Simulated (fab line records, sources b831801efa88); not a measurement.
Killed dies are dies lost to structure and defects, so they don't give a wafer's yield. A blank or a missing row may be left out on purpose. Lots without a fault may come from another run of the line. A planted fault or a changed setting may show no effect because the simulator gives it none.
Which tool did it? | flow gf180mcu | 13 lots, 39 wafers sampled, at 6 steps of a route of 602

WHAT THE GAUGES READ, wafer by wafer
GF_HV_LDD_TW_MEAS_11. Usual: HV_LDD_TW 2430, standard deviation 30.
lot  | measured     | on            | HV_LDD_TW                     | flag
L872 | day 10 03:38 | film_metro-02 | 2458 2450 2447                |
L874 | day 10 14:17 | film_metro-02 | 2449 2452 2458                |
L876 | day 11 07:40 | film_metro-02 | 2924 2937 2922 2941 2930 2931 | OFF
L877 | day 11 14:09 | film_metro-02 | 2480 2474 2472                |
L884 | day 13 22:13 | film_metro-03 | 2826 2822 2828 2834 2828 2831 | OFF
L885 | day 14 01:50 | film_metro-04 | 2409 2400 2394                |
L887 | day 14 16:36 | film_metro-03 | 2422 2394 2405                |
L888 | day 14 22:59 | film_metro-02 | 2454 2444 2448                |
L889 | day 15 03:08 | film_metro-04 | 2414 2428 2425                |
L891 | day 16 00:13 | film_metro-03 | 2398 2387 2392                |
L892 | day 16 03:04 | film_metro-02 | 2447 2449 2451                |
L894 | day 16 22:30 | film_metro-03 | 2404 2382 2385                |
L895 | day 17 06:25 | film_metro-04 | 2449 2428 2435                |

GF_HV_LDD_RS_MEAS_53: measures by four-point-probe. Usual: HV_LDD_RS 418.1 ohm/sq, standard deviation 0.86.
lot  | measured     | on            | HV_LDD_RS (ohm/sq)                  | flag
L872 | day 12 12:58 | film_metro-04 | 416.8 417.5 418.0                   |
L874 | day 13 00:52 | film_metro-04 | 416.8 417.0 417.6                   |
L876 | day 13 19:31 | film_metro-02 | 312.8 312.9 313.3 313.3 313.0 313.7 | OFF
L877 | day 14 01:56 | film_metro-03 | 417.9 416.7 418.2                   |
L884 | day 16 15:43 | film_metro-03 | 312.0 311.7 312.3 313.0 311.8 312.9 | OFF
L885 | day 16 20:35 | film_metro-02 | 418.9 419.6 419.9                   |
L887 | day 17 11:53 | film_metro-03 | 416.8 417.4 416.9                   |
L888 | day 17 19:03 | film_metro-03 | 418.7 418.0 418.0                   |
L889 | day 17 23:47 | film_metro-03 | 419.0 418.7 420.2                   |
L891 | day 18 23:42 | film_metro-02 | 419.6 418.6 419.5                   |
L892 | day 19 02:46 | film_metro-04 | 419.2 418.9 417.8                   |
L894 | day 19 23:31 | film_metro-03 | 417.8 416.3 418.2                   |
L895 | day 20 08:05 | film_metro-03 | 417.3 417.2 415.7                   |

GF_M1_RS_MEAS_05: measures by four-point-probe. Usual: M1_ALCU_RS 0.0694 ohm/sq, standard deviation 0.00069.
lot  | measured     | on            | M1_ALCU_RS (ohm/sq)  | flag
L872 | day 16 08:24 | film_metro-01 | 0.0690 0.0683 0.0687 |
L874 | day 16 22:49 | film_metro-01 | 0.0692 0.0694 0.0699 |
L877 | day 18 00:26 | film_metro-01 | 0.0703 0.0688 0.0695 |
L885 | day 21 03:37 | film_metro-03 | 0.0692 0.0690 0.0686 |
L887 | day 21 18:10 | film_metro-03 | 0.0685 0.0685 0.0691 |
L888 | day 22 01:51 | film_metro-03 | 0.0693 0.0700 0.0690 |
L889 | day 22 07:54 | film_metro-02 | 0.0692 0.0699 0.0692 |
L891 | day 23 06:32 | film_metro-03 | 0.0694 0.0695 0.0698 |
L892 | day 23 09:38 | film_metro-03 | 0.0702 0.0700 0.0706 |
L894 | day 24 04:12 | film_metro-03 | 0.0697 0.0701 0.0695 |
L895 | day 24 11:33 | film_metro-03 | 0.0688 0.0687 0.0684 |

GF_M1_THK_MEAS_06: measures by xrf. Usual: M1_ALCU_THK 450 nm, standard deviation 5.4.
lot  | measured     | on            | M1_ALCU_THK (nm) | flag
L872 | day 16 08:31 | film_metro-01 | 454 460 457      |
L874 | day 16 22:56 | film_metro-01 | 451 452 447      |
L877 | day 18 00:33 | film_metro-01 | 446 455 448      |
L885 | day 21 03:44 | film_metro-03 | 451 451 455      |
L887 | day 21 18:16 | film_metro-03 | 453 454 447      |
L888 | day 22 01:58 | film_metro-03 | 453 448 453      |
L889 | day 22 08:01 | film_metro-02 | 451 444 451      |
L891 | day 23 06:39 | film_metro-03 | 446 447 444      |
L892 | day 23 09:46 | film_metro-03 | 444 445 442      |
L894 | day 24 04:18 | film_metro-03 | 451 448 450      |
L895 | day 24 11:40 | film_metro-03 | 455 459 461      |

GF_M1_OVL_MEAS_15. Usual: M1_OVL 0 nm, standard deviation 4.7.
lot  | measured     | on         | M1_OVL (nm) | flag
L872 | day 17 06:53 | overlay-01 | -1 -1 5     |
L874 | day 17 22:02 | overlay-02 | 1 -4 -6     |
L877 | day 19 00:26 | overlay-02 | -2 4 -4     |
L885 | day 22 03:08 | overlay-02 | -5 -6 0     |
L887 | day 22 17:44 | overlay-01 | 0 -1 0      |
L888 | day 23 00:58 | overlay-02 | -3 -2 -1    |
L889 | day 23 07:02 | overlay-02 | -5 -7 1     |
L891 | day 24 05:45 | overlay-01 | 3 -5 -6     |
L892 | day 24 08:04 | overlay-02 | 4 -2 -1     |
L894 | day 25 02:15 | overlay-01 | 0 -9 -4     |
L895 | day 25 09:02 | overlay-02 | 1 4 6       |

WHICH TOOL RAN EACH LOT (tool, then ch and the chambers of the sampled wafers, then the start)
lot  | GF_HV_LDD_IMPLANT_09
L872 | implanter-02 ch 0, day 10 03:23
L874 | implanter-01 ch 0, day 10 14:02
L876 | implanter-04 ch 0, day 11 07:06
L877 | implanter-01 ch 0, day 11 13:54
L884 | implanter-04 ch 0, day 13 21:39
L885 | implanter-01 ch 0, day 14 01:35
L887 | implanter-01 ch 0, day 14 16:23
L888 | implanter-01 ch 0, day 14 22:44
L889 | implanter-02 ch 0, day 15 02:53
L891 | implanter-02 ch 0, day 15 23:59
L892 | implanter-01 ch 0, day 16 02:49
L894 | implanter-02 ch 0, day 16 22:17
L895 | implanter-02 ch 0, day 17 06:10
- GF_HV_LDD_IMPLANT_09

WHAT THE TOOLS THEMSELVES READ (means of the sampled wafers that have a number; where no wafer has one, the mark that the record gives instead)
GF_HV_LDD_IMPLANT_09. Usual: beam_on_s 10.01 s, standard deviation 0.2; end_station_pressure_torr 5.43e-06 Torr, standard deviation 3e-07.
lot  | tool         | beam_on_s (s) | end_station_pressure_torr (Torr) | flag
L872 | implanter-02 | 9.75          | 5.35e-06                         |
L874 | implanter-01 | 9.83          | 5.66e-06                         |
L876 | implanter-04 | 9.92          | 5.44e-06                         |
L877 | implanter-01 | 10.11         | 5.49e-06                         |
L884 | implanter-04 | 10.12         | 5.35e-06                         |
L885 | implanter-01 | 10.10         | 5.42e-06                         |
L887 | implanter-01 | 10.27         | 5.32e-06                         |
L888 | implanter-01 | 10.04         | 5.34e-06                         |
L889 | implanter-02 | 10.01         | 5.35e-06                         |
L891 | implanter-02 | 9.90          | 5.42e-06                         |
L892 | implanter-01 | 9.91          | 5.47e-06                         |
L894 | implanter-02 | 10.16         | 5.44e-06                         |
L895 | implanter-02 | 10.06         | 5.42e-06                         |

THE ANSWER, worked out from the rows above alone
Rule: a lot is off if the mean of its wafers that have a number lies more than 3 standard deviations from the usual mean. A lot without any number at a reading at which 4 lots or more have one is off too. The other lots that the step has rows for count as sound. The gauges are gone through in route order, then the tools' own readings, and for those a lot's mean is taken as printed above. The first step at which some lot is off is used, and at that step the reading that is off furthest; a lot without a number counts as furthest.
Off: L876, L884, at GF_HV_LDD_TW_MEAS_11 (HV_LDD_TW).
A tool fits if, at a process step before that reading, it ran every lot that is off, and no sound lot after the first of them. The gauges at GF_HV_LDD_TW_MEAS_11 are tried like those tools. One fits: implanter-04 at GF_HV_LDD_IMPLANT_09. It ran no sound lot before its first lot that is off in this sample, so the start can't be narrowed down.

WHAT THE SIMULATOR HAD PUT IN
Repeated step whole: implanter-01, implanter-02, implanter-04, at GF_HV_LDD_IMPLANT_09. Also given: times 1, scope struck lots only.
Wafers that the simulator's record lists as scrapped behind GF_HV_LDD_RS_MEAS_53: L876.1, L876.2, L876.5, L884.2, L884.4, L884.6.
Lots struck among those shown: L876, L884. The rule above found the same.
